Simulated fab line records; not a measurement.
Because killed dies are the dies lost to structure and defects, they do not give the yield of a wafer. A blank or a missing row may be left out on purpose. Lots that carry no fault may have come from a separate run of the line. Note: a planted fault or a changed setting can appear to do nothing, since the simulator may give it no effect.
fab line records | flow sky130
record: lots: 13 wafers: 39 last-day: 50
route steps=708 shown LDD_HVN@276 LDD_LDN@300 SPACER@305 POLY_CUT@319 PAD_OPEN@708
lots with no fault: from the same line, run without faults
start-h: hours from the record's opening day to when the first of the lot's shown wafers began | wait-h: hours since the lot's step before | " same as the row above | L1.1+2: one row covering several wafers at once | - no value present, or no start provided | * or withheld: withheld | < > ~ a bound
route shown NAME@n: NAME is a module with steps in the file, n the number in the route of the first one | usual: mean/standard deviation of fault-free wafers | same: alike in all rows | chamber/n: place in a boat | sites: the reading at each site | _std_site: standard deviation across them | _edge_site: mean of outer sites minus mean of inner sites | radius-mm: for every site, how far away it sits from the centre of the wafer | mask NAME#n: copy n | behind: tool/chamber where the wafer was last shaped | hold: cause of the lot's hold/its duration in hours/its outcome | device: names the non-switching transistor (n, p or np) | end of line: the tests these same wafers got at the end of their route | where a step has no rows: the recipe by itself | killed: dies lost to structure and defects at the first sort, not the wafer's yield | map: a wafer's dies, marking killed ones x, the rest . and places with no die _
set.NAME: the setting that was run; set.NAME@STEP: the one run at that earlier step | model.NAME: the simulator's own value behind a step, which no gauge read
a sample of lots followed through the steps of the route, with each step as a table and each wafer as a row
services: when a tool's chamber went out of use (start-h, in hours from the record's first day, below 0 if earlier), for how many hours, and the reason
== steps ==
step: SKY_LDD_HVN_STRIP_09
recipe: chemistry: O2/N2 power-w: 1400 pressure-mtorr: 1500 platen-temp-c: withheld o2-flow-sccm: 3000 n2-flow-sccm: 300 overash-fraction: 0.5
usual: drypump-motor-current-A: 6.1/0.42 oes-product-au: 0.408/0.0046 strip-time-to-endpoint-s: 4.135/0.015
columns lot.wafer tool chamber start-h wait-h drypump-motor-current-A oes-product-au rf-hours-counter-h strip-time-to-endpoint-s
L449.1 plasma-asher-04 0 467.92 0.1 6.2 0.414 79 4.137
L449.3 " 0 " " 6.2 0.403 - 4.139
L449.6 " 1 " " 6.7 0.409 - 4.148
L450.2 plasma-asher-02 1 477.67 0.1 5.8 0.405 5 4.122
L450.3 " 0 " " 5.6 0.412 - 4.124
L450.4 " 1 " " 5.8 0.415 - 4.151
L452.2 plasma-asher-04 0 495.27 0.1 6.2 0.402 82 4.135
L452.3 " 1 " " 6.7 0.418 - 4.146
L452.6 " 0 " " 6.2 0.406 - 4.150
L455.3 plasma-asher-04 1 516.11 0.1 6.7 0.411 - 4.114
L455.4 " 0 " " 6.3 0.406 - 4.108
L455.5 " 0 " " 6.3 0.415 - 4.112
L458.3 plasma-asher-02 1 550.34 0.1 5.8 0.407 - 4.146
L458.4 " 0 " " 5.6 0.406 - 4.101
L458.6 " 1 " " 5.9 0.404 - 4.135
L461.4 plasma-asher-01 0 568.44 0.1 5.5 0.404 - 4.123
L461.5 " 0 " " 5.5 0.416 - 4.129
L461.6 " 1 " " 6.1 0.407 - 4.116
L462.3 plasma-asher-04 0 576.26 0.1 6.2 0.407 - 4.136
L462.5 " 0 " " 6.3 0.412 - 4.105
L462.6 " 1 " " 6.7 0.404 - 4.134
L463.1 plasma-asher-04 1 591.96 0.1 6.7 0.411 92 4.119
L463.2 " 0 " " 6.2 0.408 92 4.134
L463.6 " 1 " " 6.7 0.411 - 4.144
L465.1 plasma-asher-04 0 609.27 0.1 6.2 0.405 93 4.146
L465.4 " 0 " " 6.2 0.411 - 4.144
L465.6 " 0 " " 6.2 0.410 - 4.171
L468.1 plasma-asher-01 1 626.52 0.1 6.1 0.405 52 4.165
L468.2 " 0 " " 5.5 0.411 52 4.152
L468.6 " 0 " " 5.5 0.411 - 4.148
L469.1 plasma-asher-02 0 633.32 0.1 5.6 0.409 20 4.148
L469.2 " 1 " " 5.8 0.415 20 4.160
L469.5 " 0 " " 5.6 0.419 - 4.151
L471.2 plasma-asher-02 0 657.46 0.1 5.6 0.409 23 4.132
L471.3 " 1 " " 5.8 0.406 - 4.125
L471.5 " 0 " " 5.6 0.408 - 4.135
L472.1 plasma-asher-01 0 661.27 0.1 5.5 0.408 56 4.128
L472.2 " 1 " " 6.2 0.404 56 4.129
L472.3 " 1 " " 6.1 0.403 - 4.131
step: SKY_LDD_LDN_IMPLANT_11
recipe: species: As energy-kev: 15 dose-cm2: 1.25e+13 tilt-deg: withheld rotation-deg: 293
usual: beam-energy-keV: 14.999/0.0049
columns lot.wafer tool chamber start-h wait-h beam-energy-keV
L449.1 implanter-04 0 528.77 0.1 15.003
L449.3 " 0 " " 15.004
L449.6 " 0 " " 15.006
L450.2 implanter-03 0 539.85 0.1 14.994
L450.3 " 0 " " 14.992
L450.4 " 0 " " 14.994
L452.2 implanter-04 0 556.40 0.1 14.991
L452.3 " 0 " " 14.995
L452.6 " 0 " " 14.992
L455.3 implanter-04 0 575.87 0.1 15.005
L455.4 " 0 " " 14.999
L455.5 " 0 " " 14.995
L458.3 implanter-04 0 609.12 0.1 17.434
L458.4 " 0 " " 17.431
L458.6 " 0 " " 17.430
L461.4 implanter-04 0 627.00 0.1 17.431
L461.5 " 0 " " 17.425
L461.6 " 0 " " 17.428
L462.3 implanter-03 0 633.97 0.1 14.996
L462.5 " 0 " " 14.994
L462.6 " 0 " " 14.993
L463.1 implanter-03 0 651.02 0.1 14.998
L463.2 " 0 " " 15.000
L463.6 " 0 " " 14.991
L465.1 implanter-02 0 666.82 0.1 15.006
L465.4 " 0 " " 15.000
L465.6 " 0 " " 15.005
L468.1 implanter-03 0 684.12 0.1 14.998
L468.2 " 0 " " 14.999
L468.6 " 0 " " 15.002
L469.1 implanter-02 0 690.22 0.1 15.001
L469.2 " 0 " " 14.995
L469.5 " 0 " " 14.994
L471.2 implanter-03 0 715.80 0.1 14.999
L471.3 " 0 " " 14.999
L471.5 " 0 " " 14.999
L472.1 implanter-03 0 718.77 0.1 15.006
L472.2 " 0 " " 15.002
L472.3 " 0 " " 14.997
step: SKY_SPACER_THK_MEAS_01
recipe: reads: Si3N4_of_SPACER_CVD_00
usual: SPACER_CVD_00_THK: 42.8/0.32
columns lot.wafer tool chamber start-h wait-h SPACER_CVD_00_THK[nm]
L449.1 film-metro-04 - 530.94 0.0 42.7
L449.3 " - " " 42.8
L449.6 " - " " 42.8
L450.2 film-metro-02 - 542.00 0.0 43.7
L450.3 " - " " 43.4
L450.4 " - " " 43.1
L452.2 film-metro-04 - 558.52 0.0 43.2
L452.3 " - " " 43.0
L452.6 " - " " 43.3
L455.3 film-metro-01 - 577.41 0.0 42.3
L455.4 " - " " 42.8
L455.5 " - " " 42.3
L458.3 film-metro-04 - 610.81 0.0 42.5
L458.4 " - " " 42.7
L458.6 " - " " 43.4
L461.4 film-metro-04 - 629.12 0.0 42.3
L461.5 " - " " 42.5
L461.6 " - " " 42.7
L462.3 film-metro-01 - 636.30 0.0 42.9
L462.5 " - " " 43.3
L462.6 " - " " 42.8
L463.1 film-metro-01 - 654.69 0.0 43.2
L463.2 " - " " 42.6
L463.6 " - " " 42.3
L465.1 film-metro-01 - 669.11 0.0 42.3
L465.4 " - " " 42.8
L465.6 " - " " 42.5
L468.1 film-metro-01 - 685.69 0.0 42.3
L468.2 " - " " 42.4
L468.6 " - " " 42.7
L469.1 film-metro-02 - 692.25 0.0 43.6
L469.2 " - " " 43.1
L469.5 " - " " 43.5
L471.2 film-metro-01 - 719.16 0.0 42.7
L471.3 " - " " 42.9
L471.5 " - " " 43.0
L472.1 film-metro-01 - 722.76 0.0 42.6
L472.2 " - " " 43.1
L472.3 " - " " 43.0
step: SKY_POLY_CUT_STRIP_12
recipe: chemistry: O2/N2 power-w: 1400 pressure-mtorr: 1500 platen-temp-c: withheld o2-flow-sccm: 3000 n2-flow-sccm: 300 overash-fraction: 0.5
usual: drypump-motor-current-A: 6.0/0.46 oes-product-au: 0.452/0.0047 strip-time-to-endpoint-s: 5.357/0.018
columns lot.wafer tool chamber start-h wait-h drypump-motor-current-A oes-product-au rf-hours-counter-h strip-time-to-endpoint-s
L449.1 plasma-asher-04 1 561.53 0.0 6.7 0.449 88 5.349
L449.3 " 0 " " 6.2 0.449 - 5.327
L449.6 " 1 " " 6.7 0.460 - 5.348
L450.2 plasma-asher-03 1 571.47 0.0 6.3 0.451 75 5.314
L450.3 " 1 " " 6.3 0.460 - 5.346
L450.4 " 0 " " 5.2 0.443 - 5.332
L452.2 plasma-asher-01 0 588.06 0.0 5.5 0.459 48 5.334
L452.3 " 1 " " 6.1 0.451 - 5.372
L452.6 " 0 " " 5.5 0.451 - 5.389
L455.3 plasma-asher-01 0 606.56 0.1 5.5 0.451 - 5.331
L455.4 " 1 " " 6.1 0.444 - 5.333
L455.5 " 0 " " 5.5 0.450 - 5.349
L458.3 plasma-asher-01 1 639.65 0.1 6.1 0.453 - 5.359
L458.4 " 0 " " 5.5 0.449 - 5.373
L458.6 " 1 " " 6.2 0.455 - 5.366
L461.4 plasma-asher-04 0 657.90 0.1 6.2 0.446 - 5.344
L461.5 " 0 " " 6.2 0.445 - 5.367
L461.6 " 1 " " 6.7 0.451 - 5.364
L462.3 plasma-asher-01 1 665.70 0.1 6.2 0.450 - 5.381
L462.5 " 1 " " 6.1 0.456 - 5.336
L462.6 " 0 " " 5.5 0.449 - 5.353
L463.1 plasma-asher-01 0 683.51 0.0 5.5 0.451 58 5.333
L463.2 " 1 " " 6.1 0.446 58 5.351
L463.6 " 0 " " 5.5 0.456 - 5.346
L465.1 plasma-asher-03 0 697.96 0.0 5.2 0.451 87 5.369
L465.4 " 0 " " 5.2 0.453 - 5.355
L465.6 " 0 " " 5.2 0.451 - 5.364
L468.1 plasma-asher-01 1 714.13 0.0 6.1 0.449 61 5.352
L468.2 " 0 " " 5.5 0.452 61 5.348
L468.6 " 0 " " 5.5 0.459 - 5.361
L469.1 plasma-asher-01 1 719.76 0.0 6.1 0.451 62 5.367
L469.2 " 0 " " 5.5 0.447 62 5.368
L469.5 " 1 " " 6.1 0.448 - 5.361
L471.2 plasma-asher-04 0 746.23 0.0 6.2 0.452 0 5.336
L471.3 " 1 " " 6.7 0.449 - 5.375
L471.5 " 0 " " 6.2 0.450 - 5.354
L472.1 plasma-asher-03 1 749.31 0.0 6.3 0.458 93 5.329
L472.2 " 0 " " 5.2 0.450 93 5.353
L472.3 " 1 " " 6.3 0.448 - 5.335
step: SKY_PAD_OPEN_PROBE_99
usual: killed_at_M0_to_M3: 43/7.7 killed_at_M4_up: 2.9/1.7 killed-at-contacts: 24/5.5 killed-at-front-end: 15/4 killed-at-other: 0.4/0.66 killed-dies: 86/9.4 killed-open: 47/6.7 killed-short: 38/6.2
same: gross-dies: 492 killed-at-back-side: 0
columns lot.wafer tool chamber start-h wait-h killed_at_M0_to_M3 killed_at_M4_up killed-at-contacts killed-at-front-end killed-at-other killed-dies killed-open killed-short
L455.3 prober-02 - 1108.06 0.2 45 5 19 12 1 82 47 35
L455.4 prober-02 - 1108.11 0.2 35 3 23 17 1 79 52 27
L455.5 prober-02 - 1108.16 0.2 58 3 30 14 0 105 60 45
L458.3 prober-01 - 1133.32 0.2 47 2 28 16 0 93 54 39
L458.4 prober-01 - 1133.37 0.2 43 2 28 21 0 94 56 38
L458.6 prober-01 - 1133.47 0.2 49 0 21 14 0 84 49 35
L469.1 prober-02 - 1183.67 0.1 33 3 20 20 0 76 43 32
L469.2 prober-02 - 1183.72 0.1 43 4 18 11 0 76 38 36
L469.5 prober-02 - 1183.87 0.2 42 1 27 17 1 88 45 43
killed by level:class
L455.3 VIA1:geometric-particle:short=13 VIA1:geometric-particle:open=11 LI_CONTACT:geometric-particle:open=10 SPACER:geometric-particle:open=4 CONTACT:geometric-particle:open=4 METAL1:geometric-particle:open=4 VIA2:geometric-particle:open=4 METAL4:geometric-particle:short=4
L455.4 VIA1:geometric-particle:open=12 LI_CONTACT:geometric-particle:open=9 CONTACT:geometric-particle:open=8 VIA1:geometric-particle:short=7 FIELD_ISO:geometric-particle:open=6 VIA2:geometric-particle:open=5 POLY_GATE:geometric-particle:short=3 VIA3:geometric-particle:open=3
L455.5 VIA1:geometric-particle:open=17 VIA3:geometric-particle:open=9 LI_CONTACT:geometric-particle:open=8 CONTACT:geometric-particle:open=8 METAL3:geometric-particle:short=6 CONTACT:geometric-particle:short=6 METAL2:geometric-particle:short=6 VIA1:geometric-particle:short=6
L458.3 VIA1:geometric-particle:open=17 CONTACT:geometric-particle:open=16 POLY_GATE:geometric-particle:open=6 VIA1:geometric-particle:short=6 METAL3:geometric-particle:short=6 CONTACT:geometric-particle:short=5 FIELD_ISO:geometric-particle:open=4 LI_CONTACT:geometric-particle:open=4
L458.4 VIA1:geometric-particle:open=15 CONTACT:geometric-particle:open=13 CONTACT:geometric-particle:short=9 FIELD_ISO:geometric-particle:open=7 POLY_GATE:geometric-particle:short=6 METAL1:geometric-particle:short=5 VIA2:geometric-particle:open=4 POLY_GATE:geometric-particle:open=3
L458.6 VIA1:geometric-particle:open=15 CONTACT:geometric-particle:open=9 VIA2:geometric-particle:open=9 VIA3:geometric-particle:short=6 POLY_GATE:geometric-particle:short=6 VIA3:geometric-particle:open=6 LI_CONTACT:geometric-particle:open=5 POLY_GATE:geometric-particle:open=4
L469.1 CONTACT:geometric-particle:open=11 FIELD_ISO:geometric-particle:short=7 VIA3:geometric-particle:open=6 VIA1:geometric-particle:open=6 POLY_GATE:geometric-particle:open=4 VIA2:geometric-particle:open=4 FIELD_ISO:geometric-particle:open=3 POLY_GATE:geometric-particle:short=3
L469.2 VIA1:geometric-particle:open=16 CONTACT:geometric-particle:open=8 METAL1:geometric-particle:short=5 VIA1:geometric-particle:short=5 FIELD_ISO:geometric-particle:short=4 METAL2:geometric-particle:short=4 POLY_GATE:geometric-particle:short=3 LI_CONTACT:geometric-particle:short=3
L469.5 VIA1:geometric-particle:open=10 VIA2:geometric-particle:open=8 CONTACT:geometric-particle:short=7 VIA1:geometric-particle:short=7 CONTACT:geometric-particle:open=6 LI_CONTACT:geometric-particle:short=6 LI_CONTACT:geometric-particle:open=6 VIA3:geometric-particle:open=6
== services ==
columns tool chamber start-h hours kind
plasma-asher-01 - 458.78 8.1 repair
plasma-asher-03 - 475.92 3.0 repair
implanter-03 - 479.74 6.4 pm
plasma-asher-03 - 492.63 7.9 repair
plasma-asher-02 - 512.16 2.7 pm
implanter-03 - 518.11 3.1 repair
plasma-asher-02 - 575.01 9.5 repair
implanter-03 - 601.23 0.6 repair
implanter-03 - 603.69 23.2 pm
plasma-asher-04 - 604.98 2.0 repair
plasma-asher-03 - 624.33 12.8 repair
implanter-04 - 627.07 92.0 pm
plasma-asher-01 - 652.71 3.1 repair
implanter-03 - 668.46 1.4 pm
implanter-03 - 679.77 2.8 pm
implanter-02 - 685.81 1.9 repair
implanter-02 - 698.83 74.9 pm
implanter-03 - 701.19 1.5 repair
plasma-asher-04 - 733.75 9.0 pm
plasma-asher-04 0 733.75 9.0 vent-cycle
plasma-asher-04 1 733.75 9.0 vent-cycle
plasma-asher-04 0 742.75 - clean
plasma-asher-04 1 742.75 - clean
plasma-asher-04 - 747.05 6.3 pm
== key ==
first-sign: step: SKY_LDD_LDN_IMPLANT_11 reading: beam-energy-keV direction: up sigmas: 99+ usual: * struck: *
effect none on later readings
met-at SKY_LDD_LDN_IMPLANT_11
struck-lots L458,L461
tester-left-out L458,L461
not-acting-at SKY_LDD_HVN_STRIP_09,SKY_SPACER_THK_MEAS_01,SKY_POLY_CUT_STRIP_12
onset-between 575.87 609.12
fault: kind: process-parameter-drift tool: implanter-04 chamber: - onset-h: 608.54 steps: SKY_LDD_LDN_IMPLANT_11 channel: energy-kev offset: * shape: step end-h: 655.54 acts-in: * stated: *
tester-left-out: of these lots the tester's yield and bins aren't shown, on N5 and GAA mostly nor the transistor test; their killed dies are dies lost to structure and defects alone, not to doping, threshold or leakage, so they don't give the yield
